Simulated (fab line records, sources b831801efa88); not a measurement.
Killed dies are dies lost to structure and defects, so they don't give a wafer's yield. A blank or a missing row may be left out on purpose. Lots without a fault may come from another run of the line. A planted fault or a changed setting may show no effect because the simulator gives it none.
Problem report in the 8D (eight disciplines) form, filled by code | flow gf180mcu | the parts of the form that need people (team, actions taken, sign-off) are left out

1. THE PROBLEM
strip_time_to_endpoint_s at GF_M1_STRIP_17 reads a mean of 7.66 s on 2 wafers of 2 lots; wafers without a fault read 7.38 s with a standard deviation of 0.058. That is +4.7 standard deviations from the usual mean.
The step: strips in O2/N2.
First seen on wafer L786.5, day 21 08:56, on plasma_asher-03. The record holds 37 wafers of 13 lots with a number at this step. Rule for "out", or "out of limits": more than 4 standard deviations from the usual mean. The other wafers with a number count as sound.

2. WHAT IT IS AND WHAT IT IS NOT
question                    | is                       | is not
which readings at this step | strip_time_to_endpoint_s | drypump_motor_current_A
which lots                  | L786, L788               | L776, L778, L779, L781, L782, L791, L794, L795, L797, L798, L799
which wafers of those lots  | L786.5, L788.2           | L786.6, L788.5
read on which tools         | plasma_asher-03          | plasma_asher-01, plasma_asher-04
when                        | from day 21 08:56        | up to then (16 sound wafers); but 19 sound wafers of L788, L791, L794, L795, L797, L798, L799 came after

3. SUSPECTS, AND WHAT RULES EACH OUT
Counting: a tool at a process step up to the reading stays a suspect if it ran every lot that is out. Sound lots after the first of them don't rule it out here, since some wafers of a struck lot are sound.
- plasma_asher-03 at GF_M1_STRIP_17 (strips in O2/N2): kept. It ran every lot that is out, first L786 (day 21 08:56); its last sound lot up to then is L779 (day 17 23:48). Its own readings are out on those wafers: strip_time_to_endpoint_s.
- Within plasma_asher-03 at GF_M1_STRIP_17: the wafers that are out ran in chamber 1; their sound lot-mates ran in chamber 0.
Left after counting: plasma_asher-03 at GF_M1_STRIP_17.

4. THE CAUSE (what the simulator had put in)
Process parameter drift: plasma_asher-03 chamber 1, from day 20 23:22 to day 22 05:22, at GF_M1_STRIP_17. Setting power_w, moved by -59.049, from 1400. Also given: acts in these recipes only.
Counting left only this tool.

5. THE CHAIN OF EFFECTS, in route order
Each row: a reading whose mean over the struck wafers that have a number lies more than 3 standard deviations from the usual. Only readings for which the record gives a usual standard deviation are gone through. hours: the time from each lot's start at the first step in this table that gives one to its start at this step, as a median over the lots. sigmas: the change in usual standard deviations.
hours | step           | reading                  | usual  | on struck wafers | change | sigmas
0     | GF_M1_STRIP_17 | strip_time_to_endpoint_s | 7.38 s | 7.66             | +0.28  | +4.7
The process steps in it:
- GF_M1_STRIP_17: strips in O2/N2.

6. WHAT WOULD HAVE CAUGHT IT SOONER
In this record the first reading out of limits was taken at day 21 08:56, 10 hours after the fault began at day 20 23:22.
